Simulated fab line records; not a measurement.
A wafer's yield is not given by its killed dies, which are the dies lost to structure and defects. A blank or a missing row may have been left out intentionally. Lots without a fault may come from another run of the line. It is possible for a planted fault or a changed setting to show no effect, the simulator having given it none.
Matching of chambers -- flow sky130 -- SKY_VIA1_ETCH_15 on rie diel-04 has 4 sister chambers
The step etches SiO2 in C4F8/O2/Ar, stops on TiN, target depth 351 nm, time 54 s. 4 wafers are shown with their chamber, then 8 later ones without.

== WAFERS, EACH WITH ITS CHAMBER ==
wafer,chamber,oes product au (a.u.)
L090.1,3,0.979
L090.2,1,0.982
L090.3,2,0.981
L090.4,0,0.975

== WAFERS WHOSE CHAMBER IS MISSING ==
wafer,oes product au (a.u.)
L090.5,0.977
L090.6,0.979
L091.1,0.981
L091.2,0.984
L091.3,0.988
L091.4,0.980
L091.5,0.982
L091.6,0.980

== WHICH CHAMBER EACH ONE RAN IN ==
wafer,from the rows above,in truth
L090.5,can't be placed: 0 or 3 or 2 or 1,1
L090.6,can't be placed: 3 or 2 or 1 or 0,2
L091.1,can't be placed: 2 or 1 or 3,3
L091.2,can't be placed: 1 or 2 or 3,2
L091.3,can't be placed: 1 or 2 or 3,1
L091.4,can't be placed: 2 or 3 or 1 or 0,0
L091.5,can't be placed: 1 or 2 or 3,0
L091.6,can't be placed: 2 or 3 or 1 or 0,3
Correct placement for 0 of the 8. These rows do not allow placing 8 (true chamber among the candidates in 7). Number placed wrongly: 0.
How it was worked out, from the rows above alone: a wafer's distance from a chamber is the root of the sum, over the readings, of the square of ((its reading less the chamber's mean) divided by the reading's scatter). If the next closest chamber is less than 2 further off than the closest, the wafer can't be placed; otherwise it belongs to the closest. The mean given for a chamber averages the wafers shown for that chamber. The scatter: with one shown wafer a chamber, the root of the mean of the squares of how far each hidden wafer lies from its nearest shown one.
